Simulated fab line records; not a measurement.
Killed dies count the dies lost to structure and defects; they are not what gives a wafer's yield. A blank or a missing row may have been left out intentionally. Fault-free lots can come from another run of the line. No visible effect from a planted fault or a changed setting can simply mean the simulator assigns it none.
Matching of chambers + flow sky130 + rie_si-02 running SKY_POLY_GATE_ETCH_17: 4 sister chambers
The step etches poly-Si in HBr/Cl2, stops on SiO2, target depth 180 nm, time 70.5 s. 14 wafers are shown with their chamber, then 7 later ones without.

EACH WAFER AND ITS CHAMBER
| wafer  | chamber | drypump_motor_current_A (A) | HBr_flow_sccm (sccm) | oes_product_au (a.u.) |
|--------|---------|-----------------------------|----------------------|-----------------------|
| L937.1 | 2       | 5.4                         | 150.0                | 0.988                 |
| L937.4 | 3       | 6.2                         | 149.4                | 0.982                 |
| L937.6 | 0       | 6.0                         | 150.5                | 0.993                 |
| L938.2 | 3       | 6.1                         | 149.2                | 0.982                 |
| L938.3 | 0       | 6.0                         | 150.0                | 0.986                 |
| L938.6 | 3       | 6.1                         | 149.6                | 0.988                 |
| L939.1 | 0       | 6.0                         | 150.3                | 0.994                 |
| L939.4 | 0       | 5.9                         | 150.6                | 0.985                 |
| L939.5 | 2       | 5.3                         | 150.1                | 0.988                 |
| L943.3 | 1       | 5.3                         | 150.3                | 0.985                 |
| L943.4 | 1       | 5.4                         | 150.0                | 0.973                 |
| L943.5 | 3       | 6.1                         | 149.5                | 0.977                 |
| L944.2 | 3       | 6.2                         | 149.5                | 0.987                 |
| L944.3 | 1       | 5.4                         | 149.6                | 0.981                 |

SIGNATURES, as means of the wafers listed above
| reading                 | chamber 0 | chamber 1 | chamber 2 | chamber 3 | scatter within a chamber |
|-------------------------|-----------|-----------|-----------|-----------|--------------------------|
| drypump_motor_current_A | 5.975     | 5.367     | 5.350     | 6.140     | 0.0558                   |
| HBr_flow_sccm           | 150.350   | 149.967   | 150.050   | 149.440   | 0.235                    |
| oes_product_au          | 0.98950   | 0.97967   | 0.98800   | 0.98320   | 0.00467                  |
Rule: for a wafer and a chamber, the distance is found by dividing, reading by reading, the gap between the wafer's reading and the chamber's mean by the reading's scatter, squaring, summing and taking the root. The wafer belongs to the nearest chamber; if the next one is less than 2 further off, it can't be placed. How the scatter is found: for the shown wafers, subtract from each reading the mean of its chamber, square and add these, divide the total by (wafers less chambers), then take the root.

WAFERS MISSING THEIR CHAMBER
| wafer  | drypump_motor_current_A (A) | HBr_flow_sccm (sccm) | oes_product_au (a.u.) |
|--------|-----------------------------|----------------------|-----------------------|
| L944.4 | 6.0                         | 149.6                | 0.985                 |
| L947.3 | 5.4                         | 150.4                | 0.979                 |
| L947.4 | 6.0                         | 149.8                | 0.978                 |
| L947.6 | 6.0                         | 150.1                | 0.983                 |
| L955.1 | 5.4                         | 150.2                | 1.002                 |
| L955.4 | 5.4                         | 149.8                | 0.999                 |
| L955.6 | 5.4                         | 149.3                | 1.010                 |

CHAMBER TAKEN BY EACH
| wafer  | from the rows above     | in truth |
|--------|-------------------------|----------|
| L944.4 | can't be placed: 3 or 0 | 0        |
| L947.3 | can't be placed: 1 or 2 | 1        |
| L947.4 | can't be placed: 3 or 0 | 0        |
| L947.6 | can't be placed: 0 or 3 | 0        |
| L955.1 | can't be placed: 2 or 1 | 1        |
| L955.4 | can't be placed: 2 or 1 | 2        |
| L955.6 | can't be placed: 2 or 1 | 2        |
Placed correctly: 0 of 7. Not placeable from these rows: 7 (in 7, the candidates include the true chamber). Number placed wrongly: 0.
